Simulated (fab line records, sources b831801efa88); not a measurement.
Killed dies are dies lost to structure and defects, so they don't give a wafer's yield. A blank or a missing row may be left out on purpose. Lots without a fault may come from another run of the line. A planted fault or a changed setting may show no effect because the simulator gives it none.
Which tool did it? | flow sky130 | 14 lots, 42 wafers sampled, at 6 steps of a route of 708

WHAT THE GAUGES READ, wafer by wafer
The record holds no reading of a measuring or inspecting step that can be judged against a usual standard deviation.

WHICH TOOL RAN EACH LOT (tool, then ch and the chambers of the sampled wafers, then the start)
lot  | SKY_METAL3_ETCH_16                | SKY_VIA3_ETCH_14                   | SKY_VIA3_ETCH_15                   | SKY_VIA3_STRIP_16                    | SKY_VIA3_CVD_21               | SKY_METAL4_SPUTTER_02
L305 | rie_metal-03 ch 0,1, day 39 12:05 | rie_diel-03 ch 0,1,2, day 40 13:20 | rie_diel-03 ch 0,1,2, day 40 13:23 | plasma_asher-01 ch 0,1, day 40 13:26 | cvd_w-02 ch 0,1, day 40 14:06 | pvd_sputter-02, day 40 14:45
L307 | rie_metal-02 ch 0,1, day 39 13:05 | rie_diel-04 ch 0,1,3, day 40 15:05 | rie_diel-04 ch 0,1,3, day 40 15:08 | plasma_asher-04 ch 0,1, day 40 15:11 | cvd_w-01 ch 0,1, day 40 15:50 | pvd_sputter-02, day 40 16:29
L306 | rie_metal-01 ch 0,1, day 39 13:55 | rie_diel-01 ch 1,2,3, day 40 15:42 | rie_diel-01 ch 1,2,3, day 40 15:44 | plasma_asher-01 ch 0,1, day 40 15:48 | cvd_w-02 ch 0,1, day 40 16:28 | pvd_sputter-01, day 40 17:07
L308 | rie_metal-01 ch 1, day 39 23:28   | rie_diel-04 ch 0,1,3, day 41 01:23 | rie_diel-04 ch 0,1,3, day 41 01:25 | plasma_asher-03 ch 0,1, day 41 01:29 | cvd_w-02 ch 0,1, day 41 02:11 | pvd_sputter-04, day 41 02:50
L310 | rie_metal-03 ch 1, day 40 08:10   | rie_diel-03 ch 0,2,3, day 41 09:12 | rie_diel-03 ch 0,2,3, day 41 09:14 | plasma_asher-03 ch 0,1, day 41 09:18 | cvd_w-02 ch 1, day 41 10:01   | pvd_sputter-01, day 41 10:40
L311 | rie_metal-01 ch 1, day 40 10:28   | rie_diel-04 ch 0,2, day 41 12:26   | rie_diel-04 ch 0,2, day 41 12:29   | plasma_asher-03 ch 0,1, day 41 12:32 | cvd_w-01 ch 0,1, day 41 13:11 | pvd_sputter-01, day 41 13:55
L312 | rie_metal-03 ch 0,1, day 41 00:25 | rie_diel-04 ch 0,1, day 42 01:59   | rie_diel-04 ch 0,1, day 42 02:02   | plasma_asher-03 ch 0,1, day 42 02:07 | cvd_w-01 ch 0,1, day 42 02:49 | pvd_sputter-02, day 42 03:26
L313 | rie_metal-01 ch 0,1, day 41 02:45 | rie_diel-04 ch 0,3, day 42 03:29   | rie_diel-04 ch 0,3, day 42 03:32   | plasma_asher-04 ch 0,1, day 42 03:37 | cvd_w-02 ch 0,1, day 42 04:19 | pvd_sputter-04, day 42 04:57
L314 | rie_metal-02 ch 0,1, day 41 16:53 | rie_diel-04 ch 1,3, day 42 17:45   | rie_diel-04 ch 1,3, day 42 17:47   | plasma_asher-03 ch 0,1, day 42 17:51 | cvd_w-02 ch 0,1, day 42 18:30 | pvd_sputter-02, day 42 19:09
L323 | rie_metal-03 ch 0,1, day 44 02:26 | rie_diel-01 ch 0,1,2, day 45 01:41 | rie_diel-01 ch 0,1,2, day 45 01:44 | plasma_asher-04 ch 0,1, day 45 01:47 | cvd_w-02 ch 0,1, day 45 02:26 | pvd_sputter-01, day 45 03:05
L324 | rie_metal-03 ch 0,1, day 44 09:05 | rie_diel-01 ch 0,2, day 45 08:02   | rie_diel-01 ch 0,2, day 45 08:05   | plasma_asher-04 ch 0,1, day 45 08:08 | cvd_w-02 ch 0,1, day 45 08:50 | pvd_sputter-01, day 45 09:29
L326 | rie_metal-01 ch 0,1, day 45 09:29 | rie_diel-01 ch 1,2, day 46 07:48   | rie_diel-01 ch 1,2, day 46 07:50   | plasma_asher-03 ch 1, day 46 07:54   | cvd_w-01 ch 0,1, day 46 08:34 | pvd_sputter-04, day 46 09:13
L325 | rie_metal-01 ch 0,1, day 45 11:53 | rie_diel-04 ch 0,2,3, day 46 10:45 | rie_diel-04 ch 0,2,3, day 46 10:47 | plasma_asher-01 ch 0,1, day 46 10:51 | cvd_w-02 ch 0,1, day 46 11:31 | pvd_sputter-04, day 46 12:10
L327 | rie_metal-02 ch 0,1, day 45 12:59 | rie_diel-04 ch 0,1,2, day 46 11:44 | rie_diel-04 ch 0,1,2, day 46 11:47 | plasma_asher-03 ch 0,1, day 46 11:50 | cvd_w-01 ch 0,1, day 46 12:30 | pvd_sputter-04, day 46 13:09
- SKY_METAL3_ETCH_16: etches BARC in N2/H2, stops on SiO2, time 88.2 s, target depth 60 nm.
- SKY_VIA3_ETCH_14: etches BARC in N2/H2, stops on SiO2, time 45.9 s, target depth 60 nm.
- SKY_VIA3_ETCH_15: etches SiO2 in C4F8/O2/Ar, stops on TiN, target depth 507 nm, time 78 s.
- SKY_VIA3_STRIP_16: strips in O2/N2.
- SKY_VIA3_CVD_21: deposits W, target thk 390 nm, time 117.31 s.
- SKY_METAL4_SPUTTER_02: material AlCu, target thk 735 nm, time 39.1 s.

WHAT THE TOOLS THEMSELVES READ (means of the sampled wafers that have a number; where no wafer has one, the mark that the record gives instead)
SKY_METAL3_ETCH_16. Usual: drypump_motor_current_A 5.77 A, standard deviation 0.29; h2_flow_sccm 200.1 sccm, standard deviation 0.64; oes_product_au 0.626 a.u., standard deviation 0.0047; rf_fwd_power_W 496.6 W, standard deviation 1.9; throttle_valve_pct 13.205 %, standard deviation 0.0081.
lot  | tool         | drypump_motor_current_A (A) | h2_flow_sccm (sccm) | oes_product_au (a.u.) | rf_fwd_power_W (W) | throttle_valve_pct (%) | flag
L305 | rie_metal-03 | 5.81                        | 199.6               | 0.626                 | 497.6              | 13.198                 |
L307 | rie_metal-02 | 5.68                        | 200.3               | 0.625                 | 496.9              | 13.209                 |
L306 | rie_metal-01 | 5.87                        | 200.4               | 0.624                 | 496.1              | 13.200                 |
L308 | rie_metal-01 | 5.81                        | 199.5               | 0.629                 | 495.8              | 13.203                 |
L310 | rie_metal-03 | 5.43                        | 199.6               | 0.629                 | 498.9              | 13.207                 |
L311 | rie_metal-01 | 5.81                        | 200.0               | 0.627                 | 496.3              | 13.207                 |
L312 | rie_metal-03 | 5.58                        | 199.8               | 0.622                 | 498.5              | 13.202                 |
L313 | rie_metal-01 | 5.85                        | 200.0               | 0.628                 | 496.1              | 13.203                 |
L314 | rie_metal-02 | 5.67                        | 200.4               | 0.628                 | 497.3              | 13.208                 |
L323 | rie_metal-03 | 5.61                        | 200.2               | 0.627                 | 496.1              | 13.207                 |
L324 | rie_metal-03 | 5.58                        | 199.8               | 0.622                 | 496.1              | 13.204                 |
L326 | rie_metal-01 | 5.87                        | 200.7               | 0.628                 | 495.5              | 13.206                 |
L325 | rie_metal-01 | 5.91                        | 200.0               | 0.632                 | 496.4              | 13.209                 |
L327 | rie_metal-02 | 5.37                        | 199.4               | 0.625                 | 496.8              | 13.213                 |

SKY_VIA3_ETCH_14. Usual: drypump_motor_current_A 6.0 A, standard deviation 0.49; h2_flow_sccm 199.9 sccm, standard deviation 0.59; oes_product_au 0.856 a.u., standard deviation 0.0051; rf_fwd_power_W 494.7 W, standard deviation 1.8; throttle_valve_pct 13.226 %, standard deviation 0.0098.
lot  | tool        | drypump_motor_current_A (A) | h2_flow_sccm (sccm) | oes_product_au (a.u.) | rf_fwd_power_W (W) | throttle_valve_pct (%) | flag
L305 | rie_diel-03 | 5.8                         | 199.6               | 0.853                 | 494.6              | 13.223                 |
L307 | rie_diel-04 | 5.8                         | 200.4               | 0.856                 | 496.3              | 13.228                 |
L306 | rie_diel-01 | 6.2                         | 199.9               | 0.855                 | 494.1              | 13.222                 |
L308 | rie_diel-04 | 5.8                         | 200.2               | 0.855                 | 495.3              | 13.220                 |
L310 | rie_diel-03 | 5.5                         | 200.1               | 0.863                 | 493.5              | 13.225                 |
L311 | rie_diel-04 | 6.5                         | 200.1               | 0.856                 | 494.5              | 13.220                 |
L312 | rie_diel-04 | 5.8                         | 199.2               | 0.858                 | 495.1              | 13.225                 |
L313 | rie_diel-04 | 6.0                         | 199.7               | 0.841                 | 496.1              | 13.221                 |
L314 | rie_diel-04 | 5.7                         | 200.3               | 0.842                 | 496.4              | 13.224                 |
L323 | rie_diel-01 | 6.1                         | 200.0               | 0.851                 | 494.6              | 13.221                 |
L324 | rie_diel-01 | 5.9                         | 200.1               | 0.855                 | 495.7              | 13.229                 |
L326 | rie_diel-01 | 6.3                         | 200.1               | 0.863                 | 497.1              | 13.231                 |
L325 | rie_diel-04 | 6.3                         | 199.8               | 0.860                 | 495.3              | 13.232                 |
L327 | rie_diel-04 | 6.1                         | 199.9               | 0.849                 | 493.9              | 13.227                 |

SKY_VIA3_ETCH_15. Usual: oes_product_au 0.945 a.u., standard deviation 0.0051; rf_fwd_power_W 1489 W, standard deviation 5.8.
lot  | tool        | oes_product_au (a.u.) | rf_fwd_power_W (W) | flag
L305 | rie_diel-03 | 0.955                 | 1494               |
L307 | rie_diel-04 | 0.950                 | 1489               |
L306 | rie_diel-01 | 0.945                 | 1483               |
L308 | rie_diel-04 | 0.943                 | 1496               |
L310 | rie_diel-03 | 0.943                 | 1492               |
L311 | rie_diel-04 | 0.946                 | 1488               |
L312 | rie_diel-04 | 0.942                 | 1493               |
L313 | rie_diel-04 | 0.552                 | 1495               | OFF
L314 | rie_diel-04 | 0.649                 | 1492               | OFF
L323 | rie_diel-01 | 0.945                 | 1488               |
L324 | rie_diel-01 | 0.941                 | 1490               |
L326 | rie_diel-01 | 0.945                 | 1490               |
L325 | rie_diel-04 | 0.950                 | 1488               |
L327 | rie_diel-04 | 0.944                 | 1490               |

SKY_VIA3_STRIP_16. Usual: drypump_motor_current_A 6.0 A, standard deviation 0.37; oes_product_au 0.402 a.u., standard deviation 0.0046; strip_time_to_endpoint_s 4.142 s, standard deviation 0.022.
lot  | tool            | drypump_motor_current_A (A) | oes_product_au (a.u.) | strip_time_to_endpoint_s (s) | flag
L305 | plasma_asher-01 | 5.6                         | 0.407                 | 4.150                        |
L307 | plasma_asher-04 | 6.2                         | 0.401                 | 4.148                        |
L306 | plasma_asher-01 | 5.7                         | 0.402                 | 4.134                        |
L308 | plasma_asher-03 | 6.1                         | 0.401                 | 4.133                        |
L310 | plasma_asher-03 | 6.3                         | 0.402                 | 4.171                        |
L311 | plasma_asher-03 | 6.3                         | 0.402                 | 4.132                        |
L312 | plasma_asher-03 | 6.1                         | 0.406                 | 4.150                        |
L313 | plasma_asher-04 | 6.2                         | 0.410                 | 4.239                        | OFF
L314 | plasma_asher-03 | 6.3                         | 0.404                 | 4.244                        | OFF
L323 | plasma_asher-04 | 6.2                         | 0.400                 | 4.125                        |
L324 | plasma_asher-04 | 6.2                         | 0.400                 | 4.098                        |
L326 | plasma_asher-03 | 6.0                         | 0.402                 | 4.142                        |
L325 | plasma_asher-01 | 5.7                         | 0.403                 | 4.144                        |
L327 | plasma_asher-03 | 6.1                         | 0.403                 | 4.159                        |

SKY_VIA3_CVD_21. Usual: heater_power_w 919 W, standard deviation 150.
lot  | tool     | heater_power_w (W) | flag
L305 | cvd_w-02 | 861                |
L307 | cvd_w-01 | 1039               |
L306 | cvd_w-02 | 861                |
L308 | cvd_w-02 | 811                |
L310 | cvd_w-02 | 740                |
L311 | cvd_w-01 | 931                |
L312 | cvd_w-01 | 934                |
L313 | cvd_w-02 | 854                |
L314 | cvd_w-02 | 854                |
L323 | cvd_w-02 | 823                |
L324 | cvd_w-02 | 801                |
L326 | cvd_w-01 | 1046               |
L325 | cvd_w-02 | 888                |
L327 | cvd_w-01 | 1042               |

SKY_METAL4_SPUTTER_02. Usual: throttle_valve_pct 30.8 %, standard deviation 1.
lot  | tool           | throttle_valve_pct (%) | flag
L305 | pvd_sputter-02 | 31.0                   |
L307 | pvd_sputter-02 | 31.0                   |
L306 | pvd_sputter-01 | 30.6                   |
L308 | pvd_sputter-04 | 30.0                   |
L310 | pvd_sputter-01 | 31.2                   |
L311 | pvd_sputter-01 | 31.5                   |
L312 | pvd_sputter-02 | 32.0                   |
L313 | pvd_sputter-04 | 31.2                   |
L314 | pvd_sputter-02 | 30.7                   |
L323 | pvd_sputter-01 | 31.4                   |
L324 | pvd_sputter-01 | 31.2                   |
L326 | pvd_sputter-04 | 29.8                   |
L325 | pvd_sputter-04 | 31.0                   |
L327 | pvd_sputter-04 | 30.2                   |

THE ANSWER, worked out from the rows above alone
Rule: a lot is off if the mean of its wafers that have a number lies more than 3 standard deviations from the usual mean. A lot without any number at a reading at which 4 lots or more have one is off too. The other lots that the step has rows for count as sound. The gauges are gone through in route order, then the tools' own readings, and for those a lot's mean is taken as printed above. The first step at which some lot is off is used, and at that step the reading that is off furthest; a lot without a number counts as furthest.
Off: L313, L314, at SKY_VIA3_ETCH_15 (oes_product_au).
A tool fits if, at that step or a process step before it, it ran every lot that is off, and no sound lot after the first of them. None of those tried fits.

WHAT THE SIMULATOR HAD PUT IN
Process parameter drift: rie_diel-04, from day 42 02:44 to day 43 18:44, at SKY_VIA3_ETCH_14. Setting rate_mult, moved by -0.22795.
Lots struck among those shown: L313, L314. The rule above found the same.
